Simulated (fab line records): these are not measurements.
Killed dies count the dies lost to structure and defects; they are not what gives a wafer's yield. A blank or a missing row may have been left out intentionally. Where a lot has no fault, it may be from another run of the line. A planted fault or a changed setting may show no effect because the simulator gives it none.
fab line records	flow sky130
record: lots: 6	wafers: 18	last_day: 50
route steps=708 shown VT_ADJUST_NCORE@128 VT_ADJUST_HVTR@131 VT_ADJUST_PCH@143 PAD_OPEN@708
lots with no fault: from the same line, run without faults
start_h: the number of hours between the record's first day and the start of the first shown wafer of the lot	wait_h: hours from the lot's prior step to this one	" same as the row above	L1.1+2: several wafers, shown together as one row	- value missing, or start not given	* or withheld: withheld	< > ~ a bound
route shown NAME@n: NAME is a module with steps in the file, n the number in the route of the first one	usual: average and standard deviation across the fault-free wafers	same: alike in all rows	chamber/n: place in a boat	sites: readings site by site	_std_site: standard deviation of those values	_edge_site: inner sites' mean taken away from outer sites' mean	radius_mm: how far each site lies from the wafer's centre	mask NAME#n: copy n	behind: the tool/chamber that last shaped the wafer	hold: cause of the lot's hold/its duration in hours/its outcome	device: whichever transistor did not switch (one of n, p or np)	end of line: the tests these same wafers got at the end of their route	a step with no rows: only its recipe	killed: the dies lost at the first sort to structure and to defects; this is not the yield of the wafer	map: the dies of a wafer, with x for killed, . for not killed, _ for no die there
set.NAME: the setting the step ran with; set.NAME@STEP: the setting that earlier step ran with	model.NAME: the simulator's own value behind a step, which no gauge read
lots at some steps of the route; a table a step, a row a wafer
services: a tool's chamber out of use, with start hour (start_h, from the record's first day; less than 0 if before it), hours out, and reason
== steps ==
step: SKY_VT_ADJUST_NCORE_IMPLANT_09
recipe: species: B	energy_kev: 10	dose_cm2: 2.4e+12	tilt_deg: withheld
step: SKY_VT_ADJUST_NCORE_STRIP_10
recipe: chemistry: O2/N2	power_w: 1400	pressure_mtorr: 1500	platen_temp_c: withheld	o2_flow_sccm: 3000	n2_flow_sccm: 300	overash_fraction: 0.5
usual: drypump_motor_current_A: 5.94/0.27	oes_product_au: 0.717/0.0044	strip_time_to_endpoint_s: 14.18/0.038
lot.wafer	tool	chamber	start_h	wait_h	drypump_motor_current_A	oes_product_au	rf_hours_counter_h	strip_time_to_endpoint_s
L933.1	plasma_asher-02	1	195.20	0.1	6.42	0.721	52	14.23
L933.4	"	1	"	"	6.39	0.720	-	14.27
L933.6	"	1	"	"	6.40	0.718	-	14.19
L937.1	plasma_asher-01	0	218.66	0.1	6.13	0.713	56	14.14
L937.4	"	1	"	"	5.93	0.715	-	14.18
L937.6	"	1	"	"	5.93	0.714	-	14.17
L942.2	plasma_asher-01	1	247.95	0.1	5.91	0.717	59	14.23
L942.3	"	1	"	"	5.91	0.718	-	14.21
L942.5	"	0	"	"	6.13	0.722	-	14.20
L943.2	plasma_asher-02	0	256.05	0.1	5.62	0.725	58	14.11
L943.3	"	0	"	"	5.66	0.718	-	14.12
L943.6	"	1	"	"	6.39	0.717	-	14.08
L947.3	plasma_asher-04	0	284.33	0.1	5.75	0.720	-	14.13
L947.5	"	0	"	"	5.73	0.721	-	14.21
L947.6	"	1	"	"	5.74	0.711	-	14.15
L955.2	plasma_asher-04	0	338.80	0.1	5.76	0.714	20	14.17
L955.3	"	0	"	"	5.77	0.715	-	14.20
L955.4	"	1	"	"	5.79	0.721	-	14.18
step: SKY_VT_ADJUST_NCORE_TW_MEAS_11
usual: VT_ADJUST_NCORE_TW: 220.3/1.6
lot.wafer	tool	chamber	start_h	wait_h	VT_ADJUST_NCORE_TW
L933.1	film_metro-01	-	195.30	0.1	219.0
L933.4	"	-	"	"	218.9
L933.6	"	-	"	"	219.4
L937.1	film_metro-01	-	218.76	0.1	218.9
L937.4	"	-	"	"	219.9
L937.6	"	-	"	"	219.0
L942.2	film_metro-01	-	248.06	0.1	218.8
L942.3	"	-	"	"	220.2
L942.5	"	-	"	"	218.8
L943.2	film_metro-03	-	256.16	0.1	223.3
L943.3	"	-	"	"	223.0
L943.6	"	-	"	"	222.6
L947.3	film_metro-04	-	284.42	0.1	221.1
L947.5	"	-	"	"	221.4
L947.6	"	-	"	"	220.7
L955.2	film_metro-03	-	338.91	0.1	224.0
L955.3	"	-	"	"	224.1
L955.4	"	-	"	"	222.7
step: SKY_VT_ADJUST_HVTR_DEHYDRATE_00
recipe: temp_c: 200	time_s: 60
step: SKY_VT_ADJUST_HVTR_HMDS_01
recipe: prime_time_s: 60	prime_temp_c: 120
step: SKY_VT_ADJUST_HVTR_COAT_02
recipe: resist: NOVOLAK	spin_rpm: 3000	resist_thk_nm: 1140
step: SKY_VT_ADJUST_HVTR_SOFTBAKE_03
recipe: temp_c: 90	time_s: 60	resist: NOVOLAK
step: SKY_VT_ADJUST_HVTR_EXPOSE_04
recipe: mask_id: HVTRM	target_cd_nm: 380	na: 0.6	source_shape: conventional	sigma_outer: 0.6	dose_mj: 150
step: SKY_VT_ADJUST_HVTR_PEB_05
recipe: temp_c: withheld	time_s: *	resist: NOVOLAK
step: SKY_VT_ADJUST_HVTR_DEVELOP_06
recipe: develop_time_s: 60	dev_temp_c: 23
step: SKY_VT_ADJUST_HVTR_CD_MEAS_07
recipe: target_cd_nm: 380
usual: cd_nm: 379.5/2.2
lot.wafer	tool	chamber	start_h	wait_h	cd_nm
L933.1	cd_sem-01	-	216.45	0.1	383.5
L933.4	"	-	"	"	381.5
L933.6	"	-	"	"	380.7
L937.1	cd_sem-01	-	239.33	0.1	383.9
L937.4	"	-	"	"	382.2
L937.6	"	-	"	"	382.4
L942.2	cd_sem-01	-	271.35	0.1	375.8
L942.3	"	-	"	"	377.0
L942.5	"	-	"	"	375.8
L943.2	cd_sem-01	-	279.27	0.1	380.2
L943.3	"	-	"	"	379.5
L943.6	"	-	"	"	381.0
L947.3	cd_sem-02	-	308.99	0.1	376.6
L947.5	"	-	"	"	377.3
L947.6	"	-	"	"	378.2
L955.2	cd_sem-02	-	366.17	0.1	380.1
L955.3	"	-	"	"	380.3
L955.4	"	-	"	"	381.2
step: SKY_VT_ADJUST_HVTR_OVL_MEAS_08
usual: VT_ADJUST_HVTR_OVL: 0.4/1.4
lot.wafer	tool	chamber	start_h	wait_h	VT_ADJUST_HVTR_OVL[nm]
L933.1	overlay-02	-	216.57	0.1	-0.4
L933.4	"	-	"	"	0.0
L933.6	"	-	"	"	-0.5
L937.1	overlay-01	-	239.45	0.1	-0.8
L937.4	"	-	"	"	-1.4
L937.6	"	-	"	"	-0.7
L942.2	overlay-02	-	271.46	0.1	-0.9
L942.3	"	-	"	"	-0.8
L942.5	"	-	"	"	-1.8
L943.2	overlay-02	-	279.37	0.1	2.2
L943.3	"	-	"	"	1.0
L943.6	"	-	"	"	1.7
L947.3	overlay-02	-	309.08	0.1	3.3
L947.5	"	-	"	"	3.4
L947.6	"	-	"	"	1.0
L955.2	overlay-02	-	366.27	0.1	-0.4
L955.3	"	-	"	"	0.5
L955.4	"	-	"	"	1.3
step: SKY_VT_ADJUST_HVTR_IMPLANT_09
recipe: species: B	energy_kev: 10	dose_cm2: 2.1e+12	tilt_deg: withheld
lot.wafer	tool	chamber	start_h	wait_h
L933.1+4+6	implanter-04	0	216.61	0.0
L937.1+4+6	implanter-02	0	239.49	0.0
L942.2+3+5	implanter-04	0	271.51	0.0
L943.2+3+6	implanter-02	0	279.43	0.0
L943.2+3+6	implanter-02	0	279.75	0.3
L947.3+5+6	implanter-03	0	309.15	0.1
L947.3+5+6	implanter-03	0	309.47	0.3
L955.2+3+4	implanter-02	0	366.33	0.0
step: SKY_VT_ADJUST_HVTR_STRIP_10
recipe: chemistry: O2/N2	power_w: 1400	pressure_mtorr: 1500	platen_temp_c: withheld	o2_flow_sccm: 3000	n2_flow_sccm: 300	overash_fraction: 0.5
usual: drypump_motor_current_A: 5.7/0.33	oes_product_au: 0.716/0.0041	strip_time_to_endpoint_s: 14.18/0.04
lot.wafer	tool	chamber	start_h	wait_h	drypump_motor_current_A	oes_product_au	rf_hours_counter_h	strip_time_to_endpoint_s
L933.1	plasma_asher-01	0	216.76	0.1	6.1	0.718	56	14.15
L933.4	"	0	"	"	6.1	0.720	-	14.22
L933.6	"	1	"	"	5.9	0.718	-	14.15
L937.1	plasma_asher-03	1	239.64	0.1	5.2	0.712	40	14.18
L937.4	"	1	"	"	5.2	0.722	-	14.23
L937.6	"	0	"	"	5.3	0.720	-	14.19
L942.2	plasma_asher-03	0	271.64	0.1	5.3	0.717	43	14.20
L942.3	"	1	"	"	5.2	0.714	-	14.16
L942.5	"	1	"	"	5.2	0.719	-	14.15
L943.2	plasma_asher-01	0	279.87	0.1	6.1	0.717	62	14.26
L943.3	"	0	"	"	6.1	0.714	-	14.26
L943.6	"	1	"	"	5.9	0.711	-	14.25
L947.3	plasma_asher-01	0	309.60	0.1	6.1	0.722	-	14.20
L947.5	"	1	"	"	5.9	0.720	-	14.20
L947.6	"	0	"	"	6.1	0.719	-	14.18
L955.2	plasma_asher-04	1	366.45	0.1	5.7	0.722	24	14.21
L955.3	"	1	"	"	5.7	0.713	-	14.12
L955.4	"	0	"	"	5.7	0.716	-	14.20
step: SKY_VT_ADJUST_HVTR_TW_MEAS_11
usual: VT_ADJUST_HVTR_TW: 213.1/1.9
lot.wafer	tool	chamber	start_h	wait_h	VT_ADJUST_HVTR_TW
L933.1	film_metro-03	-	216.86	0.1	215.9
L933.4	"	-	"	"	215.2
L933.6	"	-	"	"	214.6
L937.1	film_metro-03	-	239.74	0.1	215.6
L937.4	"	-	"	"	215.4
L937.6	"	-	"	"	214.7
L942.2	film_metro-01	-	271.75	0.1	211.1
L942.3	"	-	"	"	212.5
L942.5	"	-	"	"	212.6
L943.2	film_metro-03	-	279.98	0.1	261.8
L943.3	"	-	"	"	263.3
L943.6	"	-	"	"	262.1
L947.3	film_metro-01	-	309.69	0.1	256.6
L947.5	"	-	"	"	257.7
L947.6	"	-	"	"	258.2
L955.2	film_metro-01	-	366.56	0.1	210.7
L955.3	"	-	"	"	212.1
L955.4	"	-	"	"	211.6
step: SKY_VT_ADJUST_PCH_DEHYDRATE_00
recipe: temp_c: 200	time_s: 60
step: SKY_PAD_OPEN_PROBE_99
usual: killed_at_M0_to_M3: 43/8	killed_at_M4_up: 2.9/1.6	killed_at_contacts: 26/5.2	killed_at_front_end: 15/4.3	killed_at_other: 0.3/0.56	killed_dies: 87/10	killed_open: 48/6.9	killed_short: 40/6.5
same: gross_dies: 492	killed_at_back_side: 0
lot.wafer	tool	chamber	start_h	wait_h	killed_at_M0_to_M3	killed_at_M4_up	killed_at_contacts	killed_at_front_end	killed_at_other	killed_dies	killed_open	killed_short	model.etest.pfet_01v8_mvt.drive_ua_um	model.etest.pfet_01v8_mvt.off_log10_a_um	model.etest.pfet_01v8_mvt.vt_sat_v	model.etest.pfet_01v8_mvt.vt_v	model.etest.pfet_01v8_mvt.vt_long_v	model.etest.pfet_01v8_mvt.body_rise_v
L933.1	prober-01	-	1084.02	0.1	38	1	22	13	1	75	39	36	147.2	-10.94	-0.5821	-0.6627	-0.8663	-0.1951
L933.4	prober-01	-	1084.17	0.2	39	1	33	19	0	92	49	43	148.1	-10.71	-0.5719	-0.655	-0.8631	-0.1929
L933.6	prober-01	-	1084.27	0.2	43	3	25	17	0	88	50	38	150.9	-10.86	-0.5755	-0.6581	-0.8625	-0.1908
L937.1	prober-01	-	1106.21	0.1	41	2	23	19	0	85	40	45	158	-10.04	-0.5236	-0.6121	-0.8252	-0.1929
L937.4	prober-01	-	1106.36	0.2	67	2	24	18	0	111	64	47	158.3	-9.962	-0.5228	-0.6126	-0.8232	-0.1938
L937.6	prober-01	-	1106.46	0.2	33	1	23	9	0	66	38	28	157.9	-10.16	-0.5246	-0.617	-0.8282	-0.1922
L942.2	prober-01	-	1129.76	0.1	33	5	25	13	0	76	45	31	151.9	-10.59	-0.5603	-0.6436	-0.847	-0.1949
L942.3	prober-01	-	1129.81	0.2	49	2	26	21	0	98	55	43	149.8	-10.56	-0.5539	-0.6352	-0.8416	-0.1959
L942.5	prober-01	-	1129.91	0.2	44	1	23	6	0	74	39	35	149.6	-10.49	-0.5595	-0.6415	-0.8443	-0.1958
L943.2	prober-02	-	1140.12	0.1	45	4	39	11	0	99	52	47	193.6	-6.407	-0.1014	-0.2527	-0.514	-0.2278
L943.3	prober-02	-	1140.17	0.2	39	2	27	21	0	89	49	40	193.2	-6.426	-0.1111	-0.26	-0.5272	-0.2284
L943.6	prober-02	-	1140.32	0.2	40	7	24	17	0	88	39	49	192.6	-6.392	-0.1125	-0.2641	-0.5325	-0.2277
L947.3	prober-02	-	1161.66	0.2	42	4	24	12	0	82	43	39	200.9	-6.124	-0.0896	-0.2487	-0.5237	-0.2208
L947.5	prober-02	-	1161.76	0.2	45	4	25	12	0	86	48	38	200.7	-6.251	-0.07823	-0.2426	-0.5161	-0.2216
L947.6	prober-02	-	1161.81	0.2	41	3	35	10	0	89	43	46	200.6	-6.324	-0.08207	-0.2462	-0.5177	-0.2203
L955.2	prober-02	-	1197.96	0.1	27	5	26	18	0	76	41	35	150.6	-10.58	-0.5529	-0.6405	-0.8497	-0.1917
L955.3	prober-02	-	1198.01	0.2	45	5	21	14	0	85	47	38	150.9	-10.71	-0.5618	-0.6477	-0.8525	-0.1904
L955.4	prober-02	-	1198.06	0.2	51	3	30	15	0	99	55	44	149.7	-10.62	-0.5604	-0.6468	-0.8575	-0.1889
killed by level:class
L933.1 METAL1:geometric_particle:short=8 CONTACT:geometric_particle:open=8 VIA1:geometric_particle:open=8 LI_CONTACT:geometric_particle:open=7 METAL2:geometric_particle:short=6 VIA2:geometric_particle:open=5 VIA3:geometric_particle:open=5 POLY_GATE:geometric_particle:short=4
L933.4 CONTACT:geometric_particle:open=11 VIA1:geometric_particle:open=9 VIA3:geometric_particle:open=8 LI_CONTACT:geometric_particle:open=7 CONTACT:geometric_particle:short=6 METAL1:geometric_particle:short=6 FIELD_ISO:geometric_particle:short=5 FIELD_ISO:geometric_particle:open=5
L933.6 CONTACT:geometric_particle:open=9 VIA3:geometric_particle:open=9 LI_CONTACT:geometric_particle:open=7 VIA1:geometric_particle:open=7 METAL2:geometric_particle:short=7 FIELD_ISO:geometric_particle:short=5 METAL1:geometric_particle:short=5 CONTACT:geometric_particle:short=5
L937.1 CONTACT:geometric_particle:open=11 FIELD_ISO:geometric_particle:short=8 VIA2:geometric_particle:open=7 VIA2:geometric_particle:short=6 VIA3:geometric_particle:short=5 VIA1:geometric_particle:open=5 CONTACT:geometric_particle:short=4 METAL3:geometric_particle:short=4
L937.4 VIA1:geometric_particle:open=16 VIA2:geometric_particle:open=11 CONTACT:geometric_particle:open=8 METAL1:geometric_particle:short=7 LOCAL_INTERCONNECT:geometric_particle:short=6 METAL2:geometric_particle:short=6 LI_CONTACT:geometric_particle:open=5 POLY_GATE:geometric_particle:open=5
L937.6 VIA1:geometric_particle:open=9 CONTACT:geometric_particle:open=8 LI_CONTACT:geometric_particle:open=7 METAL1:geometric_particle:short=6 LOCAL_INTERCONNECT:geometric_particle:short=4 METAL2:geometric_particle:short=4 VIA3:geometric_particle:open=4 FIELD_ISO:geometric_particle:open=3
L942.2 CONTACT:geometric_particle:open=17 VIA1:geometric_particle:open=11 VIA1:geometric_particle:short=6 VIA3:geometric_particle:open=5 CONTACT:geometric_particle:short=4 METAL2:geometric_particle:short=4 FIELD_ISO:geometric_particle:short=3 POLY_GATE:geometric_particle:open=3
L942.3 VIA1:geometric_particle:open=16 CONTACT:geometric_particle:open=11 FIELD_ISO:geometric_particle:open=8 VIA3:geometric_particle:open=8 METAL1:geometric_particle:short=7 METAL2:geometric_particle:short=6 LI_CONTACT:geometric_particle:short=5 CONTACT:geometric_particle:short=5
L942.5 VIA1:geometric_particle:open=9 VIA3:geometric_particle:open=7 LI_CONTACT:geometric_particle:open=7 CONTACT:geometric_particle:open=7 METAL2:geometric_particle:short=7 VIA1:geometric_particle:short=6 CONTACT:geometric_particle:short=5 METAL1:geometric_particle:short=4
L943.2 CONTACT:geometric_particle:open=13 LI_CONTACT:geometric_particle:open=8 METAL1:geometric_particle:short=8 METAL2:geometric_particle:short=8 VIA1:geometric_particle:open=7 LI_CONTACT:geometric_particle:short=6 CONTACT:geometric_particle:short=6 VIA3:geometric_particle:open=5
L943.3 LI_CONTACT:geometric_particle:open=9 VIA3:geometric_particle:open=7 VIA1:geometric_particle:short=7 VIA1:geometric_particle:open=7 VIA2:geometric_particle:open=6 CONTACT:geometric_particle:open=6 CONTACT:geometric_particle:short=5 FIELD_ISO:geometric_particle:open=4
L943.6 FIELD_ISO:geometric_particle:short=8 CONTACT:geometric_particle:open=8 VIA1:geometric_particle:open=8 METAL2:geometric_particle:short=7 LOCAL_INTERCONNECT:geometric_particle:short=5 VIA2:geometric_particle:open=5 VIA3:geometric_particle:short=5 LI_CONTACT:geometric_particle:short=4
L947.3 POLY_GATE:geometric_particle:open=7 VIA3:geometric_particle:open=7 CONTACT:geometric_particle:open=7 VIA1:geometric_particle:short=7 METAL2:geometric_particle:short=6 VIA1:geometric_particle:open=6 VIA2:geometric_particle:open=5 LI_CONTACT:geometric_particle:open=5
L947.5 CONTACT:geometric_particle:open=11 METAL1:geometric_particle:short=10 LI_CONTACT:geometric_particle:open=8 VIA1:geometric_particle:open=7 VIA2:geometric_particle:open=6 VIA3:geometric_particle:open=6 POLY_GATE:geometric_particle:open=5 VIA3:geometric_particle:short=5
L947.6 LI_CONTACT:geometric_particle:open=15 METAL2:geometric_particle:short=11 CONTACT:geometric_particle:open=6 VIA1:geometric_particle:short=6 LI_CONTACT:geometric_particle:short=4 LOCAL_INTERCONNECT:geometric_particle:short=4 CONTACT:geometric_particle:short=4 VIA1:geometric_particle:open=4
L955.2 VIA1:geometric_particle:open=11 LI_CONTACT:geometric_particle:open=7 FIELD_ISO:geometric_particle:open=6 LOCAL_INTERCONNECT:geometric_particle:short=6 CONTACT:geometric_particle:open=6 FIELD_ISO:geometric_particle:short=5 CONTACT:geometric_particle:short=5 METAL1:geometric_particle:short=4
L955.3 LI_CONTACT:geometric_particle:open=10 VIA1:geometric_particle:open=8 VIA1:geometric_particle:short=7 VIA3:geometric_particle:open=6 CONTACT:geometric_particle:short=5 METAL1:geometric_particle:short=5 VIA2:geometric_particle:open=5 METAL2:geometric_particle:short=5
L955.4 VIA1:geometric_particle:open=14 CONTACT:geometric_particle:open=10 LI_CONTACT:geometric_particle:open=9 METAL1:geometric_particle:short=7 METAL2:geometric_particle:short=6 VIA2:geometric_particle:open=6 FIELD_ISO:geometric_particle:short=5 CONTACT:geometric_particle:short=5
== services ==
tool	chamber	start_h	hours	kind
implanter-02	-	211.35	4.5	repair
implanter-02	-	215.81	3.2	pm
implanter-02	-	220.33	13.1	pm
implanter-04	-	222.99	20.4	pm
implanter-03	-	233.70	1.7	repair
implanter-04	-	248.29	2.4	repair
implanter-02	-	280.70	3.3	repair
implanter-02	-	311.20	4.1	pm
implanter-03	-	347.80	4.5	pm
plasma_asher-03	-	353.51	3.6	repair
plasma_asher-03	-	361.39	14.6	pm
== key ==
first_sign: step: SKY_VT_ADJUST_HVTR_IMPLANT_09	reading: visit	direction: added
effect: step: SKY_VT_ADJUST_HVTR_TW_MEAS_11	reading: VT_ADJUST_HVTR_TW	direction: up	sigmas: 25	usual: 213.1	struck: 259.9
model_effect: step: SKY_PAD_OPEN_PROBE_99	value: etest.pfet_01v8_mvt.drive_ua_um	without: 151.1	struck: 196.9
met_at SKY_VT_ADJUST_HVTR_IMPLANT_09
struck_wafers L943.2,L943.3,L943.6,L947.3,L947.5,L947.6
tester_left_out L943,L947
fault: kind: repeated_step_whole	tool: implanter-02,implanter-03,implanter-04	chamber: -	onset_h: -	steps: SKY_VT_ADJUST_HVTR_IMPLANT_09	times: 1	scope: struck_lots_only
tester_left_out: of these lots the tester's yield and bins aren't shown, on N5 and GAA mostly nor the transistor test; their killed dies are dies lost to structure and defects alone, not to doping, threshold or leakage, so they don't give the yield
